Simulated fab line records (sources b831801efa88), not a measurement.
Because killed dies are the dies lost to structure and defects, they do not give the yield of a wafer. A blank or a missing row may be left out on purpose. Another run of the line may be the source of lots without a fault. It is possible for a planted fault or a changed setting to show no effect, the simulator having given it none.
fab line records	flow gf180mcu
[record] lots = 15	wafers = 45	last-day = 34
route steps=602 shown V3@432 M4@467
lots untouched by any fault: they come from a run of this same line in which no faults occurred
start-h: hours from the record's first day to the start of the lot's first wafer shown	wait-h: time in hours since the lot's previous step	" same as the row above	L1.1+2: one row covering several wafers at once	- value missing, or start not given	* or withheld: withheld	< > ~ a bound
route shown NAME@n: a module of which the file shows steps, and the number in the route of the first	usual: average and standard deviation across the fault-free wafers	same: alike in all rows	chamber/n: place in a boat	sites: per-site readings	_std_site: standard deviation of those values	_edge_site: mean of outer sites minus mean of inner sites	radius-mm: how far each site lies from the wafer's centre	mask NAME#n: copy n	behind: the most recent tool/chamber to have shaped the wafer	hold: why the lot went on hold/how many hours it stayed there/how the hold came to an end	device: which transistor (n, p or np) failed to switch	end of line: the same wafers' tests at the end of the route	a step with no rows: only its recipe	killed: dies lost to structure and defects at the first sort, not the wafer's yield	map: a wafer's dies, x killed, . not, _ none there
set.NAME: the setting as run; set.NAME@STEP: as run at that earlier step	model.NAME: the simulator's own value behind a step, which no gauge read
steps of the route over a sample of lots; a table a step, a row a wafer
services: when a tool's chamber went out of use (start-h, in hours from the record's first day, below 0 if earlier), for how many hours, and the reason
[[steps]]
[step GF_V3_THK_MEAS_03]
[recipe] reads = SiO2_of_V3_CVD_02
[usual] V3_CVD_02_THK = 856/13
lot.wafer	tool	chamber	start-h	wait-h	V3_CVD_02_THK[nm]
L894.2	film-metro-01	-	517.16	0.0	846
L894.3	"	-	"	"	850
L894.6	"	-	"	"	865
L895.3	film-metro-01	-	530.07	0.1	856
L895.4	"	-	"	"	865
L895.6	"	-	"	"	869
L896.2	film-metro-03	-	539.54	0.0	846
L896.3	"	-	"	"	852
L896.5	"	-	"	"	875
L897.3	film-metro-02	-	545.31	0.1	851
L897.4	"	-	"	"	876
L897.6	"	-	"	"	866
L899.1	film-metro-01	-	562.08	0.0	861
L899.2	"	-	"	"	859
L899.6	"	-	"	"	873
L900.2	film-metro-01	-	572.52	0.0	841
L900.5	"	-	"	"	865
L900.6	"	-	"	"	859
L901.2	film-metro-01	-	579.09	0.0	839
L901.5	"	-	"	"	843
L901.6	"	-	"	"	853
L902.1	film-metro-03	-	591.42	0.0	858
L902.2	"	-	"	"	853
L902.6	"	-	"	"	882
L904.1	film-metro-02	-	602.73	0.0	861
L904.4	"	-	"	"	864
L904.5	"	-	"	"	874
L908.2	film-metro-02	-	630.39	0.0	862
L908.3	"	-	"	"	840
L908.5	"	-	"	"	869
L910.1	film-metro-03	-	644.05	0.0	846
L910.3	"	-	"	"	827
L910.5	"	-	"	"	830
L911.1	film-metro-01	-	650.88	0.0	856
L911.3	"	-	"	"	858
L911.5	"	-	"	"	874
L912.1	film-metro-03	-	659.98	0.0	832
L912.2	"	-	"	"	840
L912.6	"	-	"	"	826
L913.1	film-metro-03	-	661.05	0.0	838
L913.3	"	-	"	"	856
L913.6	"	-	"	"	852
L914.1	film-metro-03	-	672.11	0.0	846
L914.2	"	-	"	"	827
L914.4	"	-	"	"	856
[step GF_V3_CMP_04]
[recipe] material = SiO2	down-force-psi = 4	platen-rpm = 60	pad-velocity-m-s = 0.94248
[usual] motor-current-A = 11.8/1.3	retaining-ring-pressure-frac = 1.000/0.0048	time-to-endpoint-s = 84/5.6
lot.wafer	tool	chamber	start-h	wait-h	motor-current-A	retaining-ring-pressure-frac	time-to-endpoint-s
L894.3	cmp-02	3	517.21	0.0	12.2	0.996	83
L894.2	"	0	"	"	10.5	0.996	80
L894.6	"	3	"	"	12.5	1.001	88
L895.3	cmp-02	2	530.21	0.1	11.8	0.996	90
L895.4	"	3	"	"	12.6	1.006	87
L895.6	"	0	"	"	11.1	1.001	90
L896.3	cmp-02	1	539.59	0.0	10.5	1.005	84
L896.2	"	2	"	"	11.8	1.002	85
L896.5	"	2	"	"	11.7	0.990	98
L897.4	cmp-01	0	545.35	0.0	12.5	0.999	90
L897.3	"	2	"	"	10.5	0.994	79
L897.6	"	0	"	"	12.1	0.998	87
L899.1	cmp-01	1	562.14	0.1	14.8	0.998	89
L899.2	"	0	"	"	12.7	1.004	86
L899.6	"	2	"	"	10.4	0.991	88
L900.2	cmp-02	2	573.01	0.5	11.8	0.999	88
L900.6	"	3	"	"	13.0	0.999	85
L900.5	"	0	"	"	11.0	0.999	85
L901.2	cmp-01	1	579.29	0.2	14.3	0.993	76
L901.5	"	2	"	"	11.3	1.004	71
L901.6	"	3	"	"	11.9	0.995	78
L902.2	cmp-01	3	591.53	0.1	11.6	1.001	77
L902.1	"	0	"	"	12.0	0.997	80
L902.6	"	3	"	"	12.7	1.007	90
L904.1	cmp-02	0	602.79	0.1	10.7	1.010	87
L904.4	"	3	"	"	12.8	0.996	87
L904.5	"	1	"	"	10.0	1.001	94
L908.2	cmp-02	2	630.49	0.1	12.6	0.995	93
L908.3	"	3	"	"	12.8	0.996	80
L908.5	"	1	"	"	9.9	1.008	87
L910.1	cmp-02	3	644.11	0.1	13.2	1.003	83
L910.3	"	1	"	"	10.2	0.998	76
L910.5	"	0	"	"	11.1	0.996	76
L911.1	cmp-01	2	650.94	0.1	10.3	0.998	84
L911.3	"	3	"	"	12.3	0.995	82
L911.5	"	3	"	"	12.3	1.000	87
L912.1	cmp-02	0	660.14	0.1	10.6	0.999	75
L912.2	"	1	"	"	10.4	0.998	79
L912.6	"	3	"	"	12.2	1.002	76
L913.1	cmp-02	1	661.16	0.1	10.2	0.993	81
L913.3	"	2	"	"	11.5	1.009	91
L913.6	"	0	"	"	11.3	1.007	85
L914.1	cmp-02	2	672.17	0.1	11.7	0.997	90
L914.2	"	3	"	"	12.5	0.996	78
L914.4	"	0	"	"	11.3	0.992	86
[step GF_V3_OVL_MEAS_15]
[usual] V3_OVL = -2/5.1
lot.wafer	tool	chamber	start-h	wait-h	V3_OVL[nm]
L894.2	overlay-01	-	540.46	0.1	-3
L894.3	"	-	"	"	0
L894.6	"	-	"	"	-5
L895.3	overlay-02	-	553.47	0.1	-6
L895.4	"	-	"	"	-8
L895.6	"	-	"	"	-5
L896.2	overlay-02	-	562.46	0.1	2
L896.3	"	-	"	"	6
L896.5	"	-	"	"	-6
L897.3	overlay-01	-	568.01	0.1	-7
L897.4	"	-	"	"	-13
L897.6	"	-	"	"	-6
L899.1	overlay-02	-	583.69	0.1	-3
L899.2	"	-	"	"	3
L899.6	"	-	"	"	-1
L900.2	overlay-02	-	594.91	0.1	-2
L900.5	"	-	"	"	-4
L900.6	"	-	"	"	4
L901.2	overlay-01	-	600.13	0.1	2
L901.5	"	-	"	"	2
L901.6	"	-	"	"	-4
L902.1	overlay-01	-	613.06	0.1	5
L902.2	"	-	"	"	3
L902.6	"	-	"	"	9
L904.1	overlay-01	-	624.01	0.1	-1
L904.4	"	-	"	"	-10
L904.5	"	-	"	"	-5
L908.2	overlay-02	-	650.46	0.1	-3
L908.3	"	-	"	"	-14
L908.5	"	-	"	"	-12
L910.1	overlay-02	-	664.96	0.1	6
L910.3	"	-	"	"	1
L910.5	"	-	"	"	-4
L911.1	overlay-02	-	671.36	0.1	-8
L911.3	"	-	"	"	-4
L911.5	"	-	"	"	-2
L912.1	overlay-01	-	679.74	0.1	-8
L912.2	"	-	"	"	5
L912.6	"	-	"	"	3
L913.1	overlay-01	-	681.25	0.1	-7
L913.3	"	-	"	"	-1
L913.6	"	-	"	"	-6
L914.1	overlay-02	-	691.05	0.1	2
L914.2	"	-	"	"	7
L914.4	"	-	"	"	5
[step GF_M4_EXPOSE_11]
[recipe] mask-id = Metal4	target-cd-nm = 280	na = 0.68	source-shape = conventional	sigma-outer = 0.6	dose-mj = 28
[usual] exposure-dose-mJ-cm2 = 27.96/0.033	focus-offset-nm = -0.1/0.58	sigma-outer = 0.6/0	stage-vel-mm-s = 500.00/0.25
lot.wafer	tool	chamber	start-h	wait-h	mask	exposure-dose-mJ-cm2	focus-offset-nm	sigma-outer	stage-vel-mm-s
L894.2	krf-scanner-01	0	553.72	-	Metal4#0	28.03	-1.0	0.6	500.65
L894.3	"	0	"	"	Metal4#0	28.01	-0.6	0.6	500.28
L894.6	"	0	"	"	Metal4#0	28.01	-1.1	0.6	500.20
L895.3	krf-scanner-01	0	566.53	-	Metal4#0	27.97	0.3	0.6	500.61
L895.4	"	0	"	"	Metal4#0	28.01	0.2	0.6	499.76
L895.6	"	0	"	"	Metal4#0	27.96	0.8	0.6	499.88
L896.2	krf-scanner-01	0	575.21	-	Metal4#0	28.00	-0.7	0.6	499.68
L896.3	"	0	"	"	Metal4#0	27.99	-0.3	0.6	499.99
L896.5	"	0	"	"	Metal4#0	28.03	-0.2	0.6	499.90
L897.3	krf-scanner-02	0	580.24	-	Metal4#0	27.96	-0.8	0.6	500.11
L897.4	"	0	"	"	Metal4#0	27.92	0.3	0.6	500.54
L897.6	"	0	"	"	Metal4#0	27.96	0.7	0.6	500.09
L899.1	krf-scanner-02	0	595.82	-	Metal4#0	27.92	0.1	0.6	499.45
L899.2	"	0	"	"	Metal4#0	27.94	0.0	0.6	499.25
L899.6	"	0	"	"	Metal4#0	27.95	0.3	0.6	499.61
L900.2	krf-scanner-02	-	607.41	-	Metal4#0	-	-	-	-
L900.5	"	-	"	"	Metal4#0	-	-	-	-
L900.6	"	-	"	"	Metal4#0	-	-	-	-
L901.2	krf-scanner-01	-	612.86	-	Metal4#0	-	-	-	-
L901.5	"	-	"	"	Metal4#0	-	-	-	-
L901.6	"	-	"	"	Metal4#0	-	-	-	-
L902.1	krf-scanner-02	-	624.75	-	Metal4#0	-	-	-	-
L902.2	"	-	"	"	Metal4#0	-	-	-	-
L902.6	"	-	"	"	Metal4#0	-	-	-	-
L904.1	krf-scanner-01	0	636.19	-	Metal4#0	27.94	-0.7	0.6	500.58
L904.4	"	0	"	"	Metal4#0	28.00	-0.7	0.6	500.00
L904.5	"	0	"	"	Metal4#0	27.95	-0.4	0.6	500.28
L908.2	krf-scanner-02	0	662.52	-	Metal4#0	27.94	0.2	0.6	499.67
L908.3	"	0	"	"	Metal4#0	27.95	0.0	0.6	499.74
L908.5	"	0	"	"	Metal4#0	27.95	0.2	0.6	500.29
L910.1	krf-scanner-01	0	677.05	-	Metal4#0	27.98	-1.0	0.6	500.16
L910.3	"	0	"	"	Metal4#0	27.97	-1.1	0.6	499.58
L910.5	"	0	"	"	Metal4#0	27.97	-0.7	0.6	500.21
L911.1	krf-scanner-01	0	682.77	-	Metal4#0	27.99	-0.9	0.6	500.16
L911.3	"	0	"	"	Metal4#0	27.95	-0.4	0.6	500.05
L911.5	"	0	"	"	Metal4#0	27.99	-0.3	0.6	500.13
L912.1	krf-scanner-02	0	691.20	-	Metal4#0	27.95	-1.6	0.6	500.05
L912.2	"	0	"	"	Metal4#0	27.91	0.1	0.6	499.39
L912.6	"	0	"	"	Metal4#0	27.95	-0.8	0.6	499.87
L913.1	krf-scanner-01	0	692.79	-	Metal4#0	28.01	0.7	0.6	500.08
L913.3	"	0	"	"	Metal4#0	27.97	0.0	0.6	500.19
L913.6	"	0	"	"	Metal4#0	27.99	1.2	0.6	500.25
L914.1	krf-scanner-02	0	702.24	-	Metal4#0	27.93	0.5	0.6	499.74
L914.2	"	0	"	"	Metal4#0	27.96	-0.3	0.6	500.23
L914.4	"	0	"	"	Metal4#0	27.97	1.2	0.6	500.11
[[services]]
tool	chamber	start-h	hours	kind
krf-scanner-02	-	494.02	3.6	pm
krf-scanner-02	-	497.58	1.3	pm
krf-scanner-02	-	498.57	1.3	repair
cmp-01	-	516.56	1.1	repair
krf-scanner-01	-	517.69	1.0	pm
krf-scanner-01	-	531.58	0.4	repair
krf-scanner-01	-	543.84	0.8	pm
krf-scanner-02	-	547.76	30.2	repair
cmp-01	-	572.24	4.0	pm
cmp-02	-	575.86	2.2	repair
cmp-01	-	576.24	-	consumable-replace:conditioner
cmp-01	-	576.24	-	consumable-replace:pad
krf-scanner-01	0	577.21	-	calibration
krf-scanner-01	-	577.95	3.6	pm
krf-scanner-01	-	581.51	1.3	pm
krf-scanner-02	-	603.61	1.0	pm
krf-scanner-02	0	624.24	-	calibration
cmp-01	-	662.55	20.0	pm
krf-scanner-01	-	668.22	0.7	repair
krf-scanner-02	-	671.56	1.3	pm
krf-scanner-02	-	682.34	4.4	pm
krf-scanner-01	-	686.71	1.0	pm
[[key]]
[first-sign] step = GF_M4_EXPOSE_11	reading = tool-record	direction = missing
effect none on later readings
met-at GF_M4_EXPOSE_11
struck-lots L900,L901,L902
later-rows-left-out L900.2,L900.5,L900.6,L901.2,L901.5,L901.6,L902.1,L902.2,L902.6
sort-left-out L900.2,L900.5,L900.6,L901.2,L901.5,L901.6,L902.1,L902.2,L902.6
not-acting-at GF_V3_THK_MEAS_03,GF_V3_CMP_04,GF_V3_OVL_MEAS_15
onset-between 595.82 607.41
[fault] kind = skipped-step-whole	tool = krf-scanner-01,krf-scanner-02	chamber = -	onset-h = 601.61	steps = GF_M4_EXPOSE_11	scope = struck-lots-only
// sort-left-out: the simulated sort isn't trusted on such a fault, so these wafers' sort isn't shown, and their yield isn't known
// later-rows-left-out: the simulator's readings of these wafers behind a module that went badly wrong aren't trusted and aren't shown, but for the sort
